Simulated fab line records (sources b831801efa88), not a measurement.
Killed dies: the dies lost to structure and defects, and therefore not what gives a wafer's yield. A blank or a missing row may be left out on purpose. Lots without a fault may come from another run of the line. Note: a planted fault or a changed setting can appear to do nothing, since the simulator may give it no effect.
Which tool is to blame? | flow sky130 | 13 lots with 36 wafers sampled at 5 steps, on a route of 708 steps

## WHAT THE GAUGES SHOWED, per wafer
SKY_SD_P_CD_MEAS_07: the cd target is 380 nm.
lot  | measured     | on        | cd_nm (nm)
L714 | day 25 17:56 | cd_sem-01 | 378.9 377.2 380.1
L718 | day 27 06:44 | cd_sem-02 | 381.2 381.9 379.9
L719 | day 27 21:05 | cd_sem-02 | 376.9 380.8 382.2
L722 | day 28 23:22 | cd_sem-02 | 381.8 382.9 384.1
L723 | day 29 09:31 | cd_sem-02 | 379.6 379.7 381.1
L724 | day 29 14:55 | cd_sem-01 | 382.4 383.8 380.1
L726 | day 30 05:01 | cd_sem-02 | 380.8 380.3 378.1
L727 | day 30 14:47 | cd_sem-02 | 381.7 381.3 383.4
L729 | day 31 06:43 | cd_sem-02 | 381.7 381.8 381.4
L732 | day 32 07:32 | cd_sem-02 | 380.9 381.9 381.1
L733 | day 33 01:40 | cd_sem-01 | 380.2 380.9
L734 | day 33 10:19 | cd_sem-01 | 380.9 380.5
L735 | day 33 12:04 | cd_sem-01 | 377.2 379.9

SKY_RES_XHIGH_TW_MEAS_09.
lot  | measured     | on            | RES_XHIGH_TW
L714 | day 27 00:26 | film_metro-03 | 1642 1640 1645
L718 | day 28 12:01 | film_metro-04 | 1646 1645 1645
L719 | day 29 03:04 | film_metro-04 | 1644 1629 1626
L722 | day 30 04:31 | film_metro-02 | 1651 1666 1653
L723 | day 30 14:19 | film_metro-02 | 1650 1644 1650
L724 | day 30 19:34 | film_metro-03 | 1649 1651 1667
L726 | day 31 09:22 | film_metro-02 | 1642 1640 1633
L727 | day 31 19:31 | film_metro-02 | 1634 1640 1642
L729 | day 32 11:13 | film_metro-02 | 1635 1642 1638
L732 | day 33 11:37 | film_metro-02 | 1635 1646 1643
L733 | day 34 04:55 | film_metro-02 | 1630 1639
L734 | day 34 13:28 | film_metro-03 | 1654 1656
L735 | day 34 14:55 | film_metro-04 | 1643 1643

SKY_LI_CONTACT_CD_MEAS_12: the cd target is 170 nm.
lot  | measured     | on        | cd_nm (nm)
L714 | day 29 11:53 | cd_sem-02 | 169.0 170.7 171.5
L718 | day 30 22:29 | cd_sem-01 | 169.8 168.5 168.2
L719 | day 31 12:41 | cd_sem-01 | 168.7 170.4 168.1
L722 | day 32 13:34 | cd_sem-01 | 169.3 169.4 168.6
L723 | day 33 00:43 | cd_sem-01 | 169.5 169.3 171.1
L724 | day 33 04:46 | cd_sem-02 | 169.0 169.2 169.1
L726 | day 33 17:46 | cd_sem-01 | 169.9 169.3 169.6
L727 | day 34 03:53 | cd_sem-01 | 171.9 171.5 169.0
L729 | day 34 17:55 | cd_sem-01 | 171.1 170.6 170.8
L732 | day 35 18:47 | cd_sem-02 | 170.1 169.8 170.9
L733 | day 36 11:19 | cd_sem-01 | 120.3 169.8
L734 | day 36 20:31 | cd_sem-01 | 122.4 172.6
L735 | day 36 21:10 | cd_sem-02 | 121.3 123.2

## WHAT TOOL EACH LOT RAN ON (gives the tool, then ch and the chambers of the sampled wafers, and finally the start)
lot  | SKY_POLY_CUT_ETCH_11               | SKY_LI_CONTACT_EXPOSE_09
L714 | rie_diel-04 ch 0,2, day 24 12:01   | krf_scanner-01 ch 0, day 28 22:09
L718 | rie_diel-04 ch 0,1,2, day 26 01:37 | krf_scanner-01 ch 0, day 30 09:05
L719 | rie_diel-01 ch 1,2, day 26 16:34   | krf_scanner-01 ch 0, day 30 22:47
L722 | rie_diel-02 ch 0,3, day 27 18:13   | krf_scanner-01 ch 0, day 31 23:35
L723 | rie_diel-01 ch 0,3, day 28 05:16   | krf_scanner-02 ch 0, day 32 10:44
L724 | rie_diel-02 ch 2,3, day 28 10:55   | krf_scanner-02 ch 0, day 32 15:58
L726 | rie_diel-02 ch 1,3, day 29 00:34   | krf_scanner-02 ch 0, day 33 04:10
L727 | rie_diel-01 ch 0,1,2, day 29 10:28 | krf_scanner-01 ch 0, day 33 14:45
L729 | rie_diel-04 ch 1,2,3, day 30 03:07 | krf_scanner-01 ch 0, day 34 05:01
L732 | rie_diel-02 ch 0,1,2, day 31 04:16 | krf_scanner-01 ch 0, day 35 06:04
L733 | rie_diel-02 ch 1,3, day 31 21:28   | krf_scanner-01 ch 0, day 35 22:13
L734 | rie_diel-02 ch 1,3, day 32 07:10   | krf_scanner-01 ch 0, day 36 07:28
L735 | rie_diel-01 ch 0,1, day 32 09:16   | krf_scanner-01 ch 0, day 36 07:52
- SKY_POLY_CUT_ETCH_11: etches Si3N4 in CF4/CH2F2/Ar, stops on poly-Si, time 42.5 s, target depth 60 nm.
- SKY_LI_CONTACT_EXPOSE_09: exposes mask LICM1, target cd 170 nm.

## AS READ BY THE TOOLS THEMSELVES (means over the sampled wafers that have a number; for cases with no such wafer, the mark the record gives instead)
SKY_POLY_CUT_ETCH_11.
lot  | tool        | drypump_motor_current_A (A) | oes_product_au (a.u.) | rf_fwd_power_W (W) | throttle_valve_pct (%)
L714 | rie_diel-04 | 5.5                         | 0.835                 | 590.1              | 14.988
L718 | rie_diel-04 | 5.4                         | 0.835                 | 591.6              | 14.999
L719 | rie_diel-01 | 5.1                         | 0.829                 | 593.6              | 15.000
L722 | rie_diel-02 | 6.3                         | 0.834                 | 594.0              | 14.988
L723 | rie_diel-01 | 5.4                         | 0.835                 | 594.8              | 14.998
L724 | rie_diel-02 | 6.1                         | 0.831                 | 595.2              | 14.996
L726 | rie_diel-02 | 5.8                         | 0.826                 | 592.3              | 14.994
L727 | rie_diel-01 | 5.3                         | 0.831                 | 591.4              | 14.988
L729 | rie_diel-04 | 5.2                         | 0.832                 | 592.4              | 14.994
L732 | rie_diel-02 | 5.8                         | 0.821                 | 594.9              | 14.993
L733 | rie_diel-02 | 5.9                         | 0.830                 | 595.9              | 14.987
L734 | rie_diel-02 | 5.9                         | 0.824                 | 595.2              | 14.988
L735 | rie_diel-01 | 5.2                         | 0.824                 | 595.2              | 14.988

SKY_LI_CONTACT_EXPOSE_09.
lot  | tool           | focus_offset_nm (nm)
L714 | krf_scanner-01 | -0.3
L718 | krf_scanner-01 | 0.3
L719 | krf_scanner-01 | 0.1
L722 | krf_scanner-01 | 0.0
L723 | krf_scanner-02 | 0.1
L724 | krf_scanner-02 | -0.2
L726 | krf_scanner-02 | 0.1
L727 | krf_scanner-01 | 0.1
L729 | krf_scanner-01 | -0.6
L732 | krf_scanner-01 | 0.0
L733 | krf_scanner-01 | 0.0
L734 | krf_scanner-01 | 0.6
L735 | krf_scanner-01 | -0.3

## THE ANSWER, worked out from the rows above alone
Rule: usual is defined by the lots themselves. Put in order of their means at a reading, lots are off if they are a third of the lots or fewer, leave a main group of 4 or more, and stand apart from it by a gap of 3 or more times the standard deviation of the main group's means; of several such gaps the widest counts. Not used: any main group whose means are identical at the precision the tables above print for the reading. A lot without any number at a reading at which 4 lots or more have one is off too. All remaining lots with rows at the step are treated as sound. First the gauges in route order, then the tools' own readings, where a lot's mean is used as printed above. The first step at which some lot is off is used, and at that step the reading that is off furthest; a lot without a number counts as furthest.
Off at SKY_LI_CONTACT_CD_MEAS_12 (cd_nm): L733, L734, L735. The main group has a mean of 169.8 nm with a standard deviation of 0.72.
A tool fits if, at a process step before that reading, it ran every lot that is off, and no sound lot after the first of them. The gauges at SKY_LI_CONTACT_CD_MEAS_12 are tried like those tools. One fits: krf_scanner-01 at SKY_LI_CONTACT_EXPOSE_09. Its last sound lot is L732 (day 35 06:04), its first lot that is off L733 (day 35 22:13): a fault that began between those two fits.

## WHAT WAS PUT IN BY THE SIMULATOR
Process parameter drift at SKY_LI_CONTACT_EXPOSE_09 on krf_scanner-01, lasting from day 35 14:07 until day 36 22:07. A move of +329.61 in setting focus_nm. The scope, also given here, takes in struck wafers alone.
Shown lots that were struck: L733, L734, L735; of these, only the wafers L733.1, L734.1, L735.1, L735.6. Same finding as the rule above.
